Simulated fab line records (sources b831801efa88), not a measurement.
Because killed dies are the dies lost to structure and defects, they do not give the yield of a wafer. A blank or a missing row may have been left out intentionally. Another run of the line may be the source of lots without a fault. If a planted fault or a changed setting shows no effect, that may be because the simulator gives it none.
fab line records ; flow sky130
record: lots: 6; wafers: 18; last-day: 50
route steps=708 shown SONOS_TUNNEL@156 SONOS_ONO@168 PAD_OPEN@708
lots untouched by any fault: they come from a run of this same line in which no faults occurred
start-h: hours from the record's opening day to when the first of the lot's shown wafers began ; wait-h: hours since the lot's step before ; " repeats the value in the row above ; L1.1+2: several wafers, shown together as one row ; - no value present, or no start provided ; * or withheld: withheld ; < > ~ a bound
route shown NAME@n: a module of which the file shows steps, and the number in the route of the first ; usual: mean and standard deviation over wafers with no fault ; same: alike in all rows ; chamber/n: place in a boat ; sites: each site's reading ; _std_site: how widely they spread, as a standard deviation ; _edge_site: the outer-site mean with the inner-site mean subtracted ; radius-mm: for every site, how far away it sits from the centre of the wafer ; mask NAME#n: copy n ; behind: the tool/chamber that last shaped the wafer ; hold: why the lot was held/for how many hours/how that ended ; device: transistor that didn't switch, given as n, p or np ; end of line: at the end of the route, the tests of the same wafers ; a step with no rows: only its recipe ; killed: count of dies lost to structure and defects at first sort (not the wafer's yield) ; map: per-die view of a wafer (x killed, . not killed, _ where there is no die)
set.NAME: the setting as run; set.NAME@STEP: as run at that earlier step ; model.NAME: the simulator's own value behind a step, which no gauge read
a table for each step, a row for each wafer; lots at some steps of the route
services: a tool's chamber out of use, with start hour (start-h, from the record's first day; less than 0 if before it), hours out, and reason
== steps ==
step: SKY_SONOS_TUNNEL_COAT_02
recipe: resist: NOVOLAK; spin-rpm: 3000; resist-thk-nm: 1140
step: SKY_SONOS_TUNNEL_SOFTBAKE_03
recipe: temp-c: 90; time-s: 60; resist: NOVOLAK
step: SKY_SONOS_TUNNEL_EXPOSE_04
recipe: mask-id: TUNM; na: 0.6; source-shape: conventional; sigma-outer: 0.6; polarization: unpolarized; target-cd-nm: 410; dose-mj: 136
step: SKY_SONOS_TUNNEL_PEB_05
recipe: temp-c: withheld; time-s: *; resist: NOVOLAK
step: SKY_SONOS_TUNNEL_DEVELOP_06
recipe: resist: NOVOLAK; developer: TMAH; develop-time-s: 60; dev-temp-c: 23
step: SKY_SONOS_TUNNEL_CD_MEAS_07
recipe: target-cd-nm: 410
usual: cd-nm: 409.4/2.1
lot.wafer;tool;chamber;start-h;wait-h;cd-nm
L601.1;cd-sem-02;-;258.07;0.1;408.2
L601.2;cd-sem-02;-;258.07;0.1;409.2
L601.4;cd-sem-02;-;258.07;0.1;405.5
L610.1;cd-sem-01;-;328.67;0.1;410.2
L610.2;cd-sem-01;-;328.67;0.1;409.9
L610.3;cd-sem-01;-;328.67;0.1;411.5
L613.3;cd-sem-02;-;353.31;0.1;412.9
L613.4;cd-sem-02;-;353.31;0.1;414.6
L613.5;cd-sem-02;-;353.31;0.1;414.2
L614.2;cd-sem-02;-;359.09;0.1;409.0
L614.3;cd-sem-02;-;359.09;0.1;407.8
L614.4;cd-sem-02;-;359.09;0.1;407.4
L621.1;cd-sem-01;-;414.72;0.1;412.3
L621.3;cd-sem-01;-;414.72;0.1;409.1
L621.4;cd-sem-01;-;414.72;0.1;408.9
L623.1;cd-sem-01;-;434.82;0.1;405.6
L623.4;cd-sem-01;-;434.82;0.1;403.1
L623.5;cd-sem-01;-;434.82;0.1;405.4
step: SKY_SONOS_TUNNEL_OVL_MEAS_08
usual: SONOS_TUNNEL_OVL: -0.5/1.5
lot.wafer;tool;chamber;start-h;wait-h;SONOS_TUNNEL_OVL[nm]
L601.1;overlay-01;-;258.19;0.1;-4.0
L601.2;overlay-01;-;258.19;0.1;-2.0
L601.4;overlay-01;-;258.19;0.1;-2.1
L610.1;overlay-01;-;328.79;0.1;-2.0
L610.2;overlay-01;-;328.79;0.1;-0.3
L610.3;overlay-01;-;328.79;0.1;-1.2
L613.3;overlay-01;-;353.40;0.1;0.0
L613.4;overlay-01;-;353.40;0.1;-2.9
L613.5;overlay-01;-;353.40;0.1;-0.4
L614.2;overlay-01;-;359.19;0.1;-3.5
L614.3;overlay-01;-;359.19;0.1;-1.7
L614.4;overlay-01;-;359.19;0.1;-0.9
L621.1;overlay-02;-;414.84;0.1;-0.1
L621.3;overlay-02;-;414.84;0.1;0.2
L621.4;overlay-02;-;414.84;0.1;0.0
L623.1;overlay-01;-;434.94;0.1;-1.1
L623.4;overlay-01;-;434.94;0.1;-2.8
L623.5;overlay-01;-;434.94;0.1;-1.5
step: SKY_SONOS_TUNNEL_IMPLANT_09
recipe: species: B; energy-kev: 19.61; dose-cm2: 1e+12; tilt-deg: withheld
step: SKY_SONOS_TUNNEL_WET_ETCH_10
recipe: chemistry: dHF; target-depth-nm: 14; target: SiO2; dilution: 100:1; temp-c: 25; time-s: 280
step: SKY_SONOS_TUNNEL_STRIP_11
recipe: chemistry: SPM; time-s: 600; temp-c: 130
step: SKY_SONOS_TUNNEL_TW_MEAS_12
usual: SONOS_TUNNEL_TW: 196.3/1.4
lot.wafer;tool;chamber;start-h;wait-h;SONOS_TUNNEL_TW
L601.1;film-metro-04;-;258.64;0.0;196.1
L601.2;film-metro-04;-;258.64;0.0;196.2
L601.4;film-metro-04;-;258.64;0.0;195.6
L610.1;film-metro-04;-;329.24;0.0;197.0
L610.2;film-metro-04;-;329.24;0.0;195.5
L610.3;film-metro-04;-;329.24;0.0;196.1
L613.3;film-metro-02;-;353.85;0.0;196.7
L613.4;film-metro-02;-;353.85;0.0;197.1
L613.5;film-metro-02;-;353.85;0.0;196.9
L614.2;film-metro-01;-;359.64;0.0;198.1
L614.3;film-metro-01;-;359.64;0.0;198.0
L614.4;film-metro-01;-;359.64;0.0;198.3
L621.1;film-metro-04;-;415.28;0.0;195.8
L621.3;film-metro-04;-;415.28;0.0;195.9
L621.4;film-metro-04;-;415.28;0.0;195.0
L623.1;film-metro-01;-;435.39;0.0;198.6
L623.4;film-metro-01;-;435.39;0.0;200.2
L623.5;film-metro-01;-;435.39;0.0;198.9
step: SKY_SONOS_TUNNEL_CLEAN_13
recipe: chemistry: dHF; time-s: 20; dilution: 100:1; dry: ipa-marangoni
step: SKY_SONOS_ONO_OXIDATION_00
recipe: temp-c: 800; ambient: O2; idle-temp-c: 700; ramp-up-c-per-min: 10; ramp-down-c-per-min: 3; stabilise-s: 600; purge-s: 300; target-thk-a: 26; ox-time-s: 1249
usual: spike-tc-lower-C: 800.2/1.1; spike-tc-top-C: 812.0/2.2; tube-center-temp-C: 799.99/0.067; tube_center_temp_C_max: 802.0/0.34
lot.wafer;tool;chamber;start-h;wait-h;spike-tc-lower-C;spike-tc-top-C;tube-center-temp-C;tube_center_temp_C_max;model.SiO2_of_SONOS_ONO_OXIDATION_00.thk-nm
L601.1;furnace-02;0;259.05;0.3;800.6;808.8;799.96;802.1;2.68
L601.2;furnace-02;0;259.05;0.3;800.3;809.3;799.82;801.4;2.626
L601.4;furnace-02;0;259.05;0.3;800.2;810.9;799.97;802.0;2.654
L610.1;furnace-01;0;329.33;0.0;800.4;815.1;800.01;802.0;2.627
L610.2;furnace-01;0;329.33;0.0;799.7;815.7;799.93;801.9;2.656
L610.3;furnace-01;0;329.33;0.0;802.3;815.4;799.9;801.8;2.641
L613.3;furnace-01;0;353.91;0.0;805.2;821.0;804.47;806.1;2.748
L613.4;furnace-01;0;353.91;0.0;806.3;819.3;804.56;806.9;2.77
L613.5;furnace-01;0;353.91;0.0;806.1;818.9;804.65;806.9;2.771
L614.2;furnace-01;0;359.71;0.0;805.3;819.5;804.53;806.5;2.78
L614.3;furnace-01;0;359.71;0.0;804.0;820.0;804.65;808.0;2.79
L614.4;furnace-01;0;359.71;0.0;805.6;819.6;804.53;806.7;2.809
L621.1;furnace-01;0;416.58;1.2;800.7;813.8;799.96;801.5;2.585
L621.3;furnace-01;0;416.58;1.2;800.8;816.2;799.99;802.2;2.567
L621.4;furnace-01;0;416.58;1.2;800.3;814.9;800.04;802.0;2.568
L623.1;furnace-02;0;435.97;0.5;800.0;810.0;800.05;802.2;2.594
L623.4;furnace-02;0;435.97;0.5;798.8;810.1;799.95;802.1;2.59
L623.5;furnace-02;0;435.97;0.5;802.0;811.1;799.99;802.1;2.581
step: SKY_SONOS_ONO_THK_MEAS_01
recipe: reads: SiO2_of_SONOS_ONO_OXIDATION_00
usual: SONOS_ONO_OXIDATION_THK: 2.63/0.054
lot.wafer;tool;chamber;start-h;wait-h;hold;SONOS_ONO_OXIDATION_THK[nm]
L601.1;film-metro-02;-;260.40;0.0;-;2.65
L601.2;film-metro-02;-;260.40;0.0;-;2.64
L601.4;film-metro-02;-;260.40;0.0;-;2.62
L610.1;film-metro-03;-;330.68;0.0;-;2.61
L610.2;film-metro-03;-;330.68;0.0;-;2.69
L610.3;film-metro-03;-;330.68;0.0;-;2.61
L613.3;film-metro-03;-;355.27;0.0;-;2.70
L613.4;film-metro-03;-;355.27;0.0;-;2.79
L613.5;film-metro-03;-;355.27;0.0;-;2.78
L614.2;film-metro-02;-;361.06;0.0;await-dispo/0.2h/release;2.79
L614.3;film-metro-02;-;361.06;0.0;await-dispo/0.2h/release;2.78
L614.4;film-metro-02;-;361.06;0.0;await-dispo/0.2h/release;2.77
L614.2;film-metro-02;-;361.29;0.2;-;2.77
L614.3;film-metro-02;-;361.29;0.2;-;2.70
L614.4;film-metro-02;-;361.29;0.2;-;2.84
L621.1;film-metro-01;-;417.93;0.0;-;2.61
L621.3;film-metro-01;-;417.93;0.0;-;2.61
L621.4;film-metro-01;-;417.93;0.0;-;2.56
L623.1;film-metro-03;-;437.32;0.0;-;2.59
L623.4;film-metro-03;-;437.32;0.0;-;2.64
L623.5;film-metro-03;-;437.32;0.0;-;2.61
step: SKY_PAD_OPEN_PROBE_99
usual: killed_at_M0_to_M3: 43/6.3; killed_at_M4_up: 3.1/1.9; killed-at-contacts: 24/5.1; killed-at-front-end: 14/4.3; killed-at-other: 0.3/0.53; killed-dies: 85/8.8; killed-open: 46/7.1; killed-short: 38/5.9
same: gross-dies: 492; killed-at-back-side: 0
lot.wafer;tool;chamber;start-h;wait-h;killed_at_M0_to_M3;killed_at_M4_up;killed-at-contacts;killed-at-front-end;killed-at-other;killed-dies;killed-open;killed-short;model.etest.sonos-erased.vt-v;model.etest.sonos-baked.vt-less-v
L601.1;prober-02;-;1078.78;0.1;32;2;18;17;0;69;39;30;-2.232;-0.4639
L601.2;prober-02;-;1078.83;0.1;52;2;20;9;0;83;49;34;-2.249;-0.4476
L601.4;prober-02;-;1078.93;0.2;36;1;19;11;0;67;34;33;-2.323;-0.5605
L610.1;prober-01;-;1132.57;0.1;34;2;28;10;0;74;35;39;-2.125;-0.4373
L610.2;prober-01;-;1132.62;0.1;38;0;23;14;1;76;37;39;-2.202;-0.4233
L610.3;prober-01;-;1132.67;0.2;47;5;31;12;0;95;55;40;-2.248;-0.5068
L613.3;prober-02;-;1148.48;0.2;38;0;24;8;0;70;37;32;-2.079;-0.4606
L613.4;prober-02;-;1148.53;0.2;37;4;31;10;0;82;44;38;-2.023;-0.4144
L613.5;prober-02;-;1148.58;0.2;40;4;25;20;1;90;49;41;-2.102;-0.4449
L614.2;prober-01;-;1157.05;0.1;33;2;23;13;1;72;38;33;-2.199;-0.5164
L614.3;prober-01;-;1157.10;0.2;43;4;28;12;0;87;51;36;-2.216;-0.4498
L614.4;prober-01;-;1157.15;0.2;38;1;25;14;1;79;48;31;-2.139;-0.4834
L621.1;prober-02;-;1187.90;0.1;41;4;31;13;0;89;40;49;-2.372;-0.516
L621.3;prober-02;-;1188.00;0.2;52;2;30;10;0;94;47;46;-2.344;-0.5023
L621.4;prober-02;-;1188.05;0.2;50;3;21;14;1;89;54;34;-2.312;-0.4942
L623.1;prober-01;-;1198.62;0.1;41;3;27;13;0;84;53;31;-2.218;-0.4754
L623.4;prober-01;-;1198.77;0.2;42;5;20;22;0;89;49;40;-2.247;-0.5353
L623.5;prober-01;-;1198.82;0.2;50;4;16;20;0;90;46;44;-2.279;-0.4616
killed by level:class
L601.1 FIELD_ISO:geometric-particle:open=10 VIA1:geometric-particle:open=8 VIA3:geometric-particle:open=8 CONTACT:geometric-particle:short=6 METAL1:geometric-particle:short=5 LI_CONTACT:geometric-particle:open=5 FIELD_ISO:geometric-particle:short=4 METAL2:geometric-particle:short=4
L601.2 VIA1:geometric-particle:open=15 LI_CONTACT:geometric-particle:open=11 VIA3:geometric-particle:open=7 VIA1:geometric-particle:short=7 METAL3:geometric-particle:short=5 FIELD_ISO:geometric-particle:open=4 CONTACT:geometric-particle:short=4 CONTACT:geometric-particle:open=4
L601.4 CONTACT:geometric-particle:short=9 METAL2:geometric-particle:short=7 VIA1:geometric-particle:open=6 FIELD_ISO:geometric-particle:open=5 CONTACT:geometric-particle:open=5 FIELD_ISO:geometric-particle:short=4 METAL1:geometric-particle:open=4 VIA1:geometric-particle:short=4
L610.1 CONTACT:geometric-particle:open=8 CONTACT:geometric-particle:short=7 VIA1:geometric-particle:short=7 VIA3:geometric-particle:open=7 METAL1:geometric-particle:short=6 LI_CONTACT:geometric-particle:open=5 LOCAL_INTERCONNECT:geometric-particle:short=4 LI_CONTACT:geometric-particle:short=3
L610.2 VIA1:geometric-particle:open=8 LI_CONTACT:geometric-particle:open=7 CONTACT:geometric-particle:short=7 VIA3:geometric-particle:open=7 VIA1:geometric-particle:short=6 FIELD_ISO:geometric-particle:short=5 CONTACT:geometric-particle:open=5 METAL3:geometric-particle:short=5
L610.3 CONTACT:geometric-particle:open=14 METAL2:geometric-particle:short=11 VIA1:geometric-particle:open=8 VIA3:geometric-particle:open=8 VIA2:geometric-particle:open=6 CONTACT:geometric-particle:short=6 LI_CONTACT:geometric-particle:open=5 METAL1:geometric-particle:short=5
L613.3 VIA1:geometric-particle:open=11 CONTACT:geometric-particle:open=10 LI_CONTACT:geometric-particle:open=5 METAL2:geometric-particle:short=5 VIA3:geometric-particle:open=5 CONTACT:geometric-particle:short=4 METAL1:geometric-particle:short=4 VIA2:geometric-particle:open=4
L613.4 CONTACT:geometric-particle:open=13 METAL2:geometric-particle:short=8 CONTACT:geometric-particle:short=7 VIA2:geometric-particle:open=7 LI_CONTACT:geometric-particle:open=6 VIA1:geometric-particle:open=5 METAL4:geometric-particle:short=4 POLY_GATE:geometric-particle:open=3
L613.5 VIA1:geometric-particle:open=11 CONTACT:geometric-particle:open=9 FIELD_ISO:geometric-particle:open=7 POLY_GATE:geometric-particle:short=6 LOCAL_INTERCONNECT:geometric-particle:short=6 CONTACT:geometric-particle:short=5 LI_CONTACT:geometric-particle:open=5 METAL1:geometric-particle:open=4
L614.2 LOCAL_INTERCONNECT:geometric-particle:short=8 VIA1:geometric-particle:open=6 VIA3:geometric-particle:open=6 CONTACT:geometric-particle:open=6 METAL1:geometric-particle:short=6 LI_CONTACT:geometric-particle:open=5 VIA2:geometric-particle:open=5 FIELD_ISO:geometric-particle:short=3
L614.3 VIA1:geometric-particle:open=13 LI_CONTACT:geometric-particle:open=10 CONTACT:geometric-particle:open=9 VIA3:geometric-particle:open=8 VIA3:geometric-particle:short=5 METAL1:geometric-particle:short=4 METAL4:geometric-particle:short=4 VIA1:geometric-particle:short=4
L614.4 VIA1:geometric-particle:open=9 CONTACT:geometric-particle:open=9 LI_CONTACT:geometric-particle:open=8 VIA3:geometric-particle:open=6 FIELD_ISO:geometric-particle:open=5 LOCAL_INTERCONNECT:geometric-particle:short=5 POLY_GATE:geometric-particle:short=4 VIA2:geometric-particle:short=4
L621.1 CONTACT:geometric-particle:open=12 METAL1:geometric-particle:short=9 CONTACT:geometric-particle:short=7 LI_CONTACT:geometric-particle:open=6 VIA3:geometric-particle:short=5 POLY_GATE:geometric-particle:short=4 LOCAL_INTERCONNECT:geometric-particle:short=4 VIA1:geometric-particle:short=4
L621.3 CONTACT:geometric-particle:open=10 METAL1:geometric-particle:short=10 VIA1:geometric-particle:open=10 LI_CONTACT:geometric-particle:open=7 METAL2:geometric-particle:short=6 VIA3:geometric-particle:open=6 LI_CONTACT:geometric-particle:short=5 LOCAL_INTERCONNECT:geometric-particle:short=5
L621.4 CONTACT:geometric-particle:open=9 METAL2:geometric-particle:short=9 VIA2:geometric-particle:open=8 VIA3:geometric-particle:open=8 LI_CONTACT:geometric-particle:open=7 VIA1:geometric-particle:open=7 FIELD_ISO:geometric-particle:open=6 VIA2:geometric-particle:short=5
L623.1 CONTACT:geometric-particle:open=11 VIA1:geometric-particle:open=11 LI_CONTACT:geometric-particle:open=8 VIA2:geometric-particle:open=8 VIA3:geometric-particle:open=7 FIELD_ISO:geometric-particle:open=4 FIELD_ISO:geometric-particle:short=4 CONTACT:geometric-particle:short=4
L623.4 VIA1:geometric-particle:open=11 LI_CONTACT:geometric-particle:open=10 FIELD_ISO:geometric-particle:short=7 VIA1:geometric-particle:short=6 FIELD_ISO:geometric-particle:open=5 POLY_GATE:geometric-particle:open=5 CONTACT:geometric-particle:open=4 METAL1:geometric-particle:short=4
L623.5 VIA1:geometric-particle:open=10 FIELD_ISO:geometric-particle:open=9 VIA3:geometric-particle:open=9 CONTACT:geometric-particle:open=6 VIA3:geometric-particle:short=5 FIELD_ISO:geometric-particle:short=5 VIA2:geometric-particle:open=5 VIA2:geometric-particle:short=5
== services ==
tool;chamber;start-h;hours;kind
furnace-02;-;260.40;3.5;pm
furnace-01;-;285.77;3.5;pm
furnace-02;-;310.97;1.3;repair
furnace-02;-;373.38;2.5;pm
== key ==
first-sign: step: SKY_SONOS_ONO_OXIDATION_00; reading: tube-center-temp-C; direction: up; sigmas: 57; usual: *; struck: *
effect: step: SKY_SONOS_ONO_OXIDATION_00; reading: tube_center_temp_C_max; direction: up; sigmas: 14; usual: *; struck: *
effect: step: SKY_SONOS_ONO_THK_MEAS_01; reading: visit; direction: added
model-effect: step: SKY_SONOS_ONO_OXIDATION_00; value: SiO2_of_SONOS_ONO_OXIDATION_00.thk-nm; without: 2.605; struck: 2.778
model-effect: step: SKY_PAD_OPEN_PROBE_99; value: etest.sonos-erased.vt-v; without: -2.27; struck: -2.126
met-at SKY_SONOS_ONO_OXIDATION_00
struck-wafers L613.3,L613.4,L613.5,L614.2,L614.3,L614.4
tester-left-out L613,L614
onset-between 329.33 353.91
fault: kind: process-parameter-drift; tool: furnace-01; chamber: -; onset-h: 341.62; steps: SKY_SONOS_ONO_OXIDATION_00; channel: temp-c; offset: *; shape: step; end-h: 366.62; acts-in: *; stated: *
tester-left-out: of these lots the tester's yield and bins aren't shown, on N5 and GAA mostly nor the transistor test; their killed dies are dies lost to structure and defects alone, not to doping, threshold or leakage, so they don't give the yield
